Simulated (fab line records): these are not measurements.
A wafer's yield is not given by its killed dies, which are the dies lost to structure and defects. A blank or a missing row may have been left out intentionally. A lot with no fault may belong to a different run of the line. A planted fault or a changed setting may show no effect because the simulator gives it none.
Which of the tools did it?	flow sky130	36 wafers from 12 lots sampled at 3 of the route's 708 steps

== WHAT THE GAUGES SHOWED, per wafer ==
SKY_VIA4_RS_MEAS_19: measures by four-point-probe.
lot	measured	on	VIA4_W_RS (ohm/sq)
L740	day 42 11:22	film-metro-04	0.226 0.228 0.230
L741	day 42 19:23	film-metro-04	0.227 0.231 0.229
L743	day 43 09:22	film-metro-03	0.226 0.229 0.228
L746	day 45 10:02	film-metro-02	0.224 0.228 0.228
L747	day 45 13:36	film-metro-04	0.225 0.227 0.228
L750	day 45 15:02	film-metro-04	0.227 0.227 0.226
L751	day 45 22:52	film-metro-02	0.225 0.229 0.227
L752	day 45 23:10	film-metro-03	0.226 0.232 0.227
L753	day 46 06:16	film-metro-03	0.228 0.136 0.135
L755	day 46 16:28	film-metro-03	0.137 0.135 0.224
L762	day 48 13:55	film-metro-03	0.227 0.230 0.223
L759	day 48 14:27	film-metro-04	0.224 0.232 0.232

SKY_VIA4_THK_MEAS_20: measures by xrf.
lot	measured	on	VIA4_W_THK (nm)
L740	day 42 11:29	film-metro-04	503 499 496
L741	day 42 19:29	film-metro-04	501 490 495
L743	day 43 09:29	film-metro-03	499 495 496
L746	day 45 10:09	film-metro-02	500 495 496
L747	day 45 13:41	film-metro-04	499 501 493
L750	day 45 15:10	film-metro-04	499 500 499
L751	day 45 22:59	film-metro-02	502 491 497
L752	day 45 23:17	film-metro-03	505 492 503
L753	day 46 06:22	film-metro-03	495 825 835
L755	day 46 16:35	film-metro-03	820 834 505
L762	day 48 14:01	film-metro-03	500 490 508
L759	day 48 14:34	film-metro-04	508 493 492

== EACH LOT AND THE TOOL THAT RAN IT (in order: tool; ch and the chambers of the sampled wafers; start) ==
lot	SKY_VIA4_CVD_18
L740	cvd-w-01 ch 0,1, day 42 11:13
L741	cvd-w-02 ch 0,1, day 42 19:13
L743	cvd-w-01 ch 0,1, day 43 09:13
L746	cvd-w-02 ch 0,1, day 45 09:52
L747	cvd-w-02 ch 0,1, day 45 13:26
L750	cvd-w-01 ch 0,1, day 45 14:53
L751	cvd-w-02 ch 0,1, day 45 22:43
L752	cvd-w-01 ch 0,1, day 45 23:01
L753	cvd-w-01 ch 0,1, day 46 06:05
L755	cvd-w-01 ch 0,1, day 46 16:19
L762	cvd-w-02 ch 0,1, day 48 13:44
L759	cvd-w-02 ch 0,1, day 48 14:18
- SKY_VIA4_CVD_18: deposits W, target thk 505 nm, time 152.14 s.

== WHAT THE TOOLS THEMSELVES READ (means of the sampled wafers that have a number; where no wafer has one, the mark that the record gives instead) ==
SKY_VIA4_CVD_18.
lot	tool	heater-power-outer-w (W)	heater-power-w (W)	susceptor-temp-C (C)
L740	cvd-w-01	496	798	399.92
L741	cvd-w-02	472	781	400.10
L743	cvd-w-01	485	809	399.96
L746	cvd-w-02	478	776	400.20
L747	cvd-w-02	455	773	399.93
L750	cvd-w-01	504	808	400.03
L751	cvd-w-02	467	785	400.03
L752	cvd-w-01	504	805	400.16
L753	cvd-w-01	714	1116	431.44
L755	cvd-w-01	711	1088	431.17
L762	cvd-w-02	466	774	399.97
L759	cvd-w-02	478	797	400.19

== THE ANSWER, worked out from the rows above alone ==
Rule: what is usual is taken from the lots themselves. The widest of any qualifying gaps counts: lots, ordered by their means at a reading, are off when they make up no more than a third of the lots, leave a main group of 4 or more, and stand apart from it by 3 or more times the standard deviation of that group's means. A main group is skipped when, at the precision printed for the reading in the tables above, its means are all equal. Also off: a lot with no number at a reading for which 4 or more lots have one. Where the step has rows for the other lots, those lots are counted as sound. First the gauges in route order, then the tools' own readings, where a lot's mean is used as printed above. The first step at which some lot is off is used, and at that step the reading that is off furthest; a lot without a number counts as furthest.
Off: L753, L755, at SKY_VIA4_RS_MEAS_19 (VIA4_W_RS). Main group: mean 0.228 ohm/sq, sd 0.00098.
A tool fits if, at a process step before that reading, it ran every lot that is off, and no sound lot after the first of them. Not tried: the gauges at SKY_VIA4_RS_MEAS_19; whatever is off there is also off at SKY_VIA4_CVD_18, on other tools, and gauge error can't account for it. One fits: SKY_VIA4_CVD_18 on cvd-w-01. Its last sound lot is L752 (day 45 23:01), its first lot that is off L753 (day 46 06:05): a fault that began between those two fits.
The tool's own readings at SKY_VIA4_CVD_18 bear it out: on the lots that are off they differ by more than 5 times the standard deviation of the sound lots' means. heater-power-outer-w reads 712 W there against 480 W on the sound lots; heater-power-w reads 1102 W there against 791 W on the sound lots; susceptor-temp-C reads 431.31 C there against 400.05 C on the sound lots.

== WHAT THE SIMULATOR HAD PUT IN ==
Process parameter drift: cvd-w-01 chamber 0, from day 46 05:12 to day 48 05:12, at SKY_VIA4_CVD_18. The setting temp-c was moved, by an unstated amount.
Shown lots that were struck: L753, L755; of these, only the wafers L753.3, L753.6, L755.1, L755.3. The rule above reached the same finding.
